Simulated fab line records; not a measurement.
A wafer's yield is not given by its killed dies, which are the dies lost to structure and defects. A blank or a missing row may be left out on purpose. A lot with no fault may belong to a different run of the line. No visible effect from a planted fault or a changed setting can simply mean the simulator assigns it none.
Problem report in the 8D (eight disciplines) form, filled by code -- flow sky130 -- the parts of the form that need people (team, actions taken, sign-off) are left out

1. THE PROBLEM
Mean VT_ADJUST_HVTP_TW at SKY_VT_ADJUST_HVTP_TW_MEAS_11: 989 over 6 wafers in 2 lots; fault-free wafers: 1364, standard deviation 10. Measured from the usual mean, that is -38 standard deviations.
The first sign was on wafer L422.1 at day 10 04:36, on film_metro-03. The record holds 36 wafers of 12 lots with a number at this step. By rule, "out" or "out of limits" means more than 4 standard deviations away from the usual mean. The rest of the wafers with a number are treated as sound.

2. WHAT IT IS, WHAT IT ISN'T
question,is,is not
which readings at this step,VT_ADJUST_HVTP_TW,-
which lots,"L422, L424","L407, L409, L412, L413, L414, L415, L417, L425, L426, L430"
which wafers of those lots,all that have a number,-
read on which gauges,film_metro-03,"film_metro-02, film_metro-04"
when,from day 10 04:36,"up to then (21 sound wafers); but 9 sound wafers of L425, L426, L430 came after"

3. SUSPECTS, AND WHAT RULES EACH OUT
Counting: a tool at a process step up to the reading stays a suspect if it ran every lot that is out and no sound lot after the first of them.
- ruled out: the gauge at SKY_VT_ADJUST_HVTP_TW_MEAS_11. All the wafers that are out were read on film_metro-03, but those of them that SKY_VT_ADJUST_HVTP_IMPLANT_09 has rows for are out there too, on other tools.
- implanter-02 at SKY_VT_ADJUST_HVTP_IMPLANT_09: kept. It ran every lot that is out, first L422 (day 10 04:21), and no sound lot after that; its last sound lot up to then is L413 (day 7 17:28). Its own readings are out on those wafers: dose_ions_cm2, faraday_current_uA.
The count leaves implanter-02 at SKY_VT_ADJUST_HVTP_IMPLANT_09.

4. THE CAUSE (what the simulator had put in)
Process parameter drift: implanter-02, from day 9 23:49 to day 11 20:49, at SKY_VT_ADJUST_HVTP_IMPLANT_09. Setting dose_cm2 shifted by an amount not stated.
The count eliminated every tool but this one.

5. THE CHAIN OF EFFECTS, in route order
One row per reading whose mean, taken over the struck wafers that have a number, lies over 3 standard deviations from the usual. Only readings whose record carries a usual standard deviation are examined. hours: median over the lots of the time between each lot's start at the first step of this table that gives one and its start at this step. sigmas: the change, counted in usual standard deviations.
hours,step,reading,usual,on struck wafers,change,sigmas
0,SKY_VT_ADJUST_HVTP_IMPLANT_09,dose_ions_cm2,4.3e+12,1.6e+12,-2.7e+12,-99 or more
0,SKY_VT_ADJUST_HVTP_IMPLANT_09,faraday_current_uA,24.3,8.8,-15.5,-30
0,SKY_VT_ADJUST_HVTP_TW_MEAS_11,VT_ADJUST_HVTP_TW,1364,989,-375,-38
Process steps it contains:
- SKY_VT_ADJUST_HVTP_IMPLANT_09
Later measuring or inspecting steps at which every struck wafer that the step has a row for has a number for every such reading, and none has moved that far: SKY_VT_ADJUST_LVTN_TW_MEAS_21.

6. HOW IT WOULD HAVE BEEN CAUGHT EARLIER
In this record the first reading out of limits at a measuring or inspecting step was taken at day 10 04:36, 5 hours after the fault began at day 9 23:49.
The tool's own readings at SKY_VT_ADJUST_HVTP_IMPLANT_09 were out on every struck wafer that the step has a row for (dose_ions_cm2, faraday_current_uA): an alarm limit on them would have fired on the first of those.
L424, from the lots that are out (2), started SKY_VT_ADJUST_HVTP_IMPLANT_09 on implanter-02 later than day 10 04:36. Putting the tool on hold at that point would have spared it.
